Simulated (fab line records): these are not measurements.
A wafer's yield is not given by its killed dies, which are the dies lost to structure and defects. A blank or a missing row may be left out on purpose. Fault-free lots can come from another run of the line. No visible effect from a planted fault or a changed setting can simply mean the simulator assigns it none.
Which tool was responsible? | flow gf180mcu | 12 lots with 36 wafers sampled at 6 steps, on a route of 602 steps

== WHAT EACH GAUGE READ, for each wafer ==
GF_HV_LDD_OVL_MEAS_32. Usual: HV_LDD_02_OVL 0.1 nm, standard deviation 1.6.
lot  | measured     | on         | HV_LDD_02_OVL (nm) | flag
L833 | day 12 17:07 | overlay-01 | -1.6 -1.6 -2.2     | 
L834 | day 13 03:08 | overlay-02 | -0.5 -1.7 -1.8     | 
L841 | day 15 00:19 | overlay-02 | -1.1 -0.3 -2.3     | 
L842 | day 15 21:45 | overlay-01 | -1.6 0.0 1.0       | 
L843 | day 16 03:47 | overlay-02 | 2.3 1.2 1.9        | 
L844 | day 16 13:35 | overlay-02 | -0.5 -2.0 -1.6     | 
L845 | day 16 19:52 | overlay-02 | -2.0 -1.4 0.1      | 
L846 | day 17 19:29 | overlay-02 | 1.2 -0.1 -0.4      | 
L847 | day 18 05:49 | overlay-02 | -0.7 -1.0 1.7      | 
L848 | day 18 06:10 | overlay-02 | 2.1 0.6 -0.4       | 
L850 | day 18 20:02 | overlay-02 | 1.3 1.2 0.3        | 
L849 | day 19 00:46 | overlay-01 | -1.7 -2.4 -1.4     | 

GF_PSD_TW_MEAS_11. Usual: PSD_TW 3130, standard deviation 29.
lot  | measured     | on           | PSD_TW         | flag
L833 | day 15 11:50 | filmMetro-01 | 3144 3147 3130 | 
L834 | day 15 22:54 | filmMetro-04 | 3148 3159 3146 | 
L841 | day 17 22:31 | filmMetro-04 | 3155 3144 3161 | 
L842 | day 18 23:48 | filmMetro-02 | 3100 3107 3099 | 
L843 | day 19 05:40 | filmMetro-02 | 3107 3092 3117 | 
L844 | day 19 14:55 | filmMetro-01 | 3147 3141 3163 | 
L845 | day 19 21:40 | filmMetro-04 | 3144 3163 3158 | 
L846 | day 20 22:58 | filmMetro-01 | 3119 3120 3122 | 
L847 | day 21 09:52 | filmMetro-02 | 3075 3071 3072 | 
L848 | day 21 10:31 | filmMetro-04 | 3143 3156 3157 | 
L850 | day 21 23:41 | filmMetro-02 | 3064 3065 3071 | 
L849 | day 22 05:44 | filmMetro-01 | 3150 3171 3150 | 

GF_PSD_RS_MEAS_14: a four-point-probe measurement. Usual: NSD_RS 46.14 ohm/sq, standard deviation 0.092.
lot  | measured     | on           | NSD_RS (ohm/sq)                     | flag
L833 | day 15 12:02 | filmMetro-04 | 42.72 42.88 42.86 42.84 42.86 42.88 | OFF
L834 | day 15 23:07 | filmMetro-02 | 43.07 43.09 43.16 43.20 43.04 43.09 | OFF
L841 | day 17 22:43 | filmMetro-04 | 46.13 46.17 46.12                   | 
L842 | day 18 23:59 | filmMetro-01 | 46.29 46.19 46.18                   | 
L843 | day 19 05:52 | filmMetro-04 | 46.29 46.25 46.08                   | 
L844 | day 19 15:09 | filmMetro-04 | 46.20 46.10 46.18                   | 
L845 | day 19 21:52 | filmMetro-02 | 46.00 46.12 46.00                   | 
L846 | day 20 23:10 | filmMetro-02 | 46.18 46.37 46.21                   | 
L847 | day 21 10:04 | filmMetro-01 | 46.20 46.13 46.15                   | 
L848 | day 21 10:42 | filmMetro-04 | 46.24 46.21 46.25                   | 
L850 | day 21 23:54 | filmMetro-01 | 46.19 46.12 46.15                   | 
L849 | day 22 05:57 | filmMetro-02 | 46.02 46.10 46.01                   | 

GF_PSD_RS_MEAS_15: a four-point-probe measurement. Usual: PSD_RS 108.61 ohm/sq, standard deviation 0.29.
lot  | measured     | on           | PSD_RS (ohm/sq)                          | flag
L833 | day 15 15:54 | filmMetro-04 | 99.30 99.56 100.19 99.52 99.83 99.88     | OFF
L834 | day 16 01:01 | filmMetro-02 | 100.01 99.82 100.06 100.01 100.01 100.01 | OFF
L841 | day 17 22:50 | filmMetro-04 | 108.70 108.84 108.98                     | 
L842 | day 19 00:07 | filmMetro-01 | 108.88 108.71 108.93                     | 
L843 | day 19 05:59 | filmMetro-04 | 108.59 108.77 108.33                     | 
L844 | day 19 15:16 | filmMetro-04 | 108.80 108.72 108.70                     | 
L845 | day 19 21:59 | filmMetro-02 | 107.64 108.43 107.89                     | 
L846 | day 20 23:17 | filmMetro-02 | 108.76 108.78 108.50                     | 
L847 | day 21 10:11 | filmMetro-01 | 108.69 108.75 108.74                     | 
L848 | day 21 10:49 | filmMetro-04 | 109.09 108.56 108.93                     | 
L850 | day 22 00:01 | filmMetro-01 | 108.50 108.49 108.43                     | 
L849 | day 22 06:04 | filmMetro-02 | 108.12 108.58 108.02                     | 

== EACH LOT AND THE TOOL THAT RAN IT (in order: tool; ch and the chambers of the sampled wafers; start) ==
lot  | GF_HV_LDD_STRIP_37                  | GF_PSD_RTA_13
L833 | plasmaAsher-03 ch 0,1, day 12 17:44 | rtpAnneal-01 ch 0, day 15 11:57
L834 | plasmaAsher-03 ch 0, day 13 03:46   | rtpAnneal-01 ch 0, day 15 23:02
L841 | plasmaAsher-03 ch 0,1, day 15 00:57 | rtpAnneal-02 ch 0, day 17 22:38
L842 | plasmaAsher-03 ch 0,1, day 15 22:24 | rtpAnneal-01 ch 0, day 18 23:55
L843 | plasmaAsher-02 ch 1, day 16 04:25   | rtpAnneal-01 ch 0, day 19 05:46
L844 | plasmaAsher-03 ch 0,1, day 16 14:14 | rtpAnneal-02 ch 0, day 19 15:03
L845 | plasmaAsher-01 ch 0,1, day 16 20:30 | rtpAnneal-02 ch 0, day 19 21:46
L846 | plasmaAsher-03 ch 0,1, day 17 20:08 | rtpAnneal-01 ch 0, day 20 23:05
L847 | plasmaAsher-01 ch 0,1, day 18 06:26 | rtpAnneal-01 ch 0, day 21 09:58
L848 | plasmaAsher-03 ch 0,1, day 18 06:49 | rtpAnneal-01 ch 0, day 21 10:37
L850 | plasmaAsher-03 ch 0,1, day 18 20:40 | rtpAnneal-02 ch 0, day 21 23:49
L849 | plasmaAsher-02 ch 0,1, day 19 01:24 | rtpAnneal-02 ch 0, day 22 05:52
- GF_HV_LDD_STRIP_37: strips in O2/N2.
- GF_PSD_RTA_13: time 20 s.

== WHAT THE TOOLS THEMSELVES READ (means of the sampled wafers that have a number; where no wafer has one, the mark that the record gives instead) ==
GF_HV_LDD_STRIP_37. Usual: drypumpMotorCurrentA 5.9 A, standard deviation 0.42; heaterPowerW 308 W, standard deviation 12; oesProductAu 0.716 a.u., standard deviation 0.0043; stripTimeToEndpointS 12.62 s, standard deviation 0.035.
lot  | tool           | drypumpMotorCurrentA (A) | heaterPowerW (W) | oesProductAu (a.u.) | stripTimeToEndpointS (s) | flag
L833 | plasmaAsher-03 | 6.1                      | 309              | 0.715               | 12.63                    | 
L834 | plasmaAsher-03 | 5.9                      | 315              | 0.715               | 12.63                    | 
L841 | plasmaAsher-03 | 6.4                      | 309              | 0.712               | 12.63                    | 
L842 | plasmaAsher-03 | 6.1                      | 309              | 0.715               | 12.60                    | 
L843 | plasmaAsher-02 | 5.8                      | 324              | 0.716               | 12.66                    | 
L844 | plasmaAsher-03 | 6.1                      | 312              | 0.716               | 12.63                    | 
L845 | plasmaAsher-01 | 5.8                      | 297              | 0.718               | 12.60                    | 
L846 | plasmaAsher-03 | 6.4                      | 306              | 0.722               | 12.57                    | 
L847 | plasmaAsher-01 | 5.7                      | 296              | 0.718               | 12.66                    | 
L848 | plasmaAsher-03 | 6.1                      | 307              | 0.718               | 12.64                    | 
L850 | plasmaAsher-03 | 6.1                      | 305              | 0.717               | 12.61                    | 
L849 | plasmaAsher-02 | 5.5                      | 322              | 0.711               | 12.59                    | 

GF_PSD_RTA_13. Usual: lampPowerPct 39.2 %, standard deviation 2.2; wafer_temp_C_max 1028.8, standard deviation 0.86.
lot  | tool         | lampPowerPct (%) | wafer_temp_C_max | flag
L833 | rtpAnneal-01 | 43.8             | 1027.9           | 
L834 | rtpAnneal-01 | 43.9             | 1028.3           | 
L841 | rtpAnneal-02 | 37.0             | 1028.7           | 
L842 | rtpAnneal-01 | 41.4             | 1028.5           | 
L843 | rtpAnneal-01 | 41.5             | 1028.6           | 
L844 | rtpAnneal-02 | 37.0             | 1028.3           | 
L845 | rtpAnneal-02 | 37.0             | 1029.9           | 
L846 | rtpAnneal-01 | 41.4             | 1028.5           | 
L847 | rtpAnneal-01 | 41.5             | 1028.6           | 
L848 | rtpAnneal-01 | 41.5             | 1028.1           | 
L850 | rtpAnneal-02 | 37.0             | 1029.0           | 
L849 | rtpAnneal-02 | 37.0             | 1029.7           | 

== THE ANSWER, worked out from the rows above alone ==
Rule: a lot counts as off when the mean over its wafers that have a number is more than 3 standard deviations away from the usual mean. Also off: a lot with no number at a reading for which 4 or more lots have one. All remaining lots with rows at the step are treated as sound. Order of review: gauges by route order, followed by the tools' own readings, for which a lot's mean as printed above is used. The first step at which some lot is off is used, and at that step the reading that is off furthest; a lot without a number counts as furthest.
Off: at GF_PSD_RS_MEAS_14 (NSD_RS), L833, L834.
A tool fits if, at a process step before that reading, it ran every lot that is off, and no sound lot after the first of them. The gauges at GF_PSD_RS_MEAS_14 are tried like those tools. Not one of the candidates tried fits.

== WHAT HAD BEEN PUT IN BY THE SIMULATOR ==
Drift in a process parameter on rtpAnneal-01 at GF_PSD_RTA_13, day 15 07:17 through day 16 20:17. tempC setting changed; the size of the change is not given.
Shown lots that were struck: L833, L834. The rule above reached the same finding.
